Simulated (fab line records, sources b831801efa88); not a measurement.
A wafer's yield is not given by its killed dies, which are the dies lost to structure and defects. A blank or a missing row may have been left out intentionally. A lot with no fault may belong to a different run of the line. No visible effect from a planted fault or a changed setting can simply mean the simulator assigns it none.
Chamber matching || flow gf180mcu || GF_PASSIVATION_CVD_02 on pecvd-01 has 3 sister chambers
The step deposits Si3N4, target thk 700 nm, time 486.18 s. 6 wafers are shown with their chamber, then 10 later ones without.

WAFERS WITH THEIR CHAMBER
{"wafer": "L081.4", "chamber": 2, "heater power w (W)": 910}
{"wafer": "L083.1", "chamber": 1, "heater power w (W)": 648}
{"wafer": "L083.2", "chamber": 2, "heater power w (W)": 895}
{"wafer": "L083.3", "chamber": 0, "heater power w (W)": 648}
{"wafer": "L083.4", "chamber": 0, "heater power w (W)": 680}
{"wafer": "L083.5", "chamber": 1, "heater power w (W)": 651}

WAFERS WITHOUT THEIR CHAMBER
{"wafer": "L083.6", "heater power w (W)": 915}
{"wafer": "L091.1", "heater power w (W)": 902}
{"wafer": "L091.2", "heater power w (W)": 646}
{"wafer": "L091.3", "heater power w (W)": 651}
{"wafer": "L091.4", "heater power w (W)": 697}
{"wafer": "L091.5", "heater power w (W)": 935}
{"wafer": "L091.6", "heater power w (W)": 532}
{"wafer": "L092.3", "heater power w (W)": 620}
{"wafer": "L092.5", "heater power w (W)": 656}
{"wafer": "L092.6", "heater power w (W)": 675}

WHICH CHAMBER EACH ONE RAN IN
{"wafer": "L083.6", "from the rows above": 2, "in truth": 2}
{"wafer": "L091.1", "from the rows above": 2, "in truth": 2}
{"wafer": "L091.2", "from the rows above": "can't be placed: 1 or 0", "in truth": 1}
{"wafer": "L091.3", "from the rows above": "can't be placed: 1 or 0", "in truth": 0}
{"wafer": "L091.4", "from the rows above": "can't be placed: 0 or 1", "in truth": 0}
{"wafer": "L091.5", "from the rows above": 2, "in truth": 2}
{"wafer": "L091.6", "from the rows above": "can't be placed: 1 or 0", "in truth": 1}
{"wafer": "L092.3", "from the rows above": "can't be placed: 1 or 0", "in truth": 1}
{"wafer": "L092.5", "from the rows above": "can't be placed: 1 or 0", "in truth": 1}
{"wafer": "L092.6", "from the rows above": "can't be placed: 0 or 1", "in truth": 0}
Correctly placed: 3 of 10. These rows do not allow placing 7 (true chamber among the candidates in 7). Number placed wrongly: 0.
How it was worked out, from the rows above alone: a wafer's distance from a chamber is the root of the sum, over the readings, of the square of ((its reading less the chamber's mean) divided by the reading's scatter). If the next closest chamber is less than 2 further off than the closest, the wafer can't be placed; otherwise it belongs to the closest. For every chamber, the mean is computed from those of its wafers that are shown. The scatter: take each reading less its chamber's mean, square it, sum over the shown wafers, divide by the number of wafers less the number of chambers, and take the root.
